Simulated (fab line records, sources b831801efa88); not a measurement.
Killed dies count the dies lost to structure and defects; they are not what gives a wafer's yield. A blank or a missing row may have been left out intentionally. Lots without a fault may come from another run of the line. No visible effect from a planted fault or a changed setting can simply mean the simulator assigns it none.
The tool behind it: which one? / flow gf180mcu / 18 wafers from 6 lots sampled at 2 of the route's 602 steps

## WHAT EACH GAUGE READ, for each wafer
GF_DNWELL_TW_MEAS_09.
lot=L570; measured=day 3 00:41; on=filmMetro-01; DNWELL_TW=1350 1352 1348
lot=L575; measured=day 4 04:38; on=filmMetro-03; DNWELL_TW=1339 1336 1336
lot=L584; measured=day 6 03:52; on=filmMetro-03; DNWELL_TW=1380 1383 1376
lot=L586; measured=day 6 12:49; on=filmMetro-04; DNWELL_TW=1409 1419 1411
lot=L588; measured=day 6 23:07; on=filmMetro-03; DNWELL_TW=1358 1361 1361
lot=L591; measured=day 7 16:42; on=filmMetro-03; DNWELL_TW=1344 1343 1348

## WHAT TOOL EACH LOT RAN ON (gives the tool, then ch and the chambers of the sampled wafers, and finally the start)
lot=L570; GF_DNWELL_IMPLANT_07=implanter-02 ch 0, day 3 00:26
lot=L575; GF_DNWELL_IMPLANT_07=implanter-03 ch 0, day 4 04:23
lot=L584; GF_DNWELL_IMPLANT_07=implanter-02 ch 0, day 6 03:37
lot=L586; GF_DNWELL_IMPLANT_07=implanter-02 ch 0, day 6 12:34
lot=L588; GF_DNWELL_IMPLANT_07=implanter-04 ch 0, day 6 22:52
lot=L591; GF_DNWELL_IMPLANT_07=implanter-04 ch 0, day 7 16:25
- GF_DNWELL_IMPLANT_07

## THE ANSWER, worked out from the rows above alone
Rule: the lots themselves supply what counts as usual. The widest of any qualifying gaps counts: lots, ordered by their means at a reading, are off when they make up no more than a third of the lots, leave a main group of 4 or more, and stand apart from it by 3 or more times the standard deviation of that group's means. A main group is skipped when, at the precision printed for the reading in the tables above, its means are all equal. A lot without any number at a reading at which 4 lots or more have one is off too. The other lots that the step has rows for count as sound.
No lot is off at any reading shown: from this, nothing can be told.

## WHAT HAD BEEN PUT IN BY THE SIMULATOR
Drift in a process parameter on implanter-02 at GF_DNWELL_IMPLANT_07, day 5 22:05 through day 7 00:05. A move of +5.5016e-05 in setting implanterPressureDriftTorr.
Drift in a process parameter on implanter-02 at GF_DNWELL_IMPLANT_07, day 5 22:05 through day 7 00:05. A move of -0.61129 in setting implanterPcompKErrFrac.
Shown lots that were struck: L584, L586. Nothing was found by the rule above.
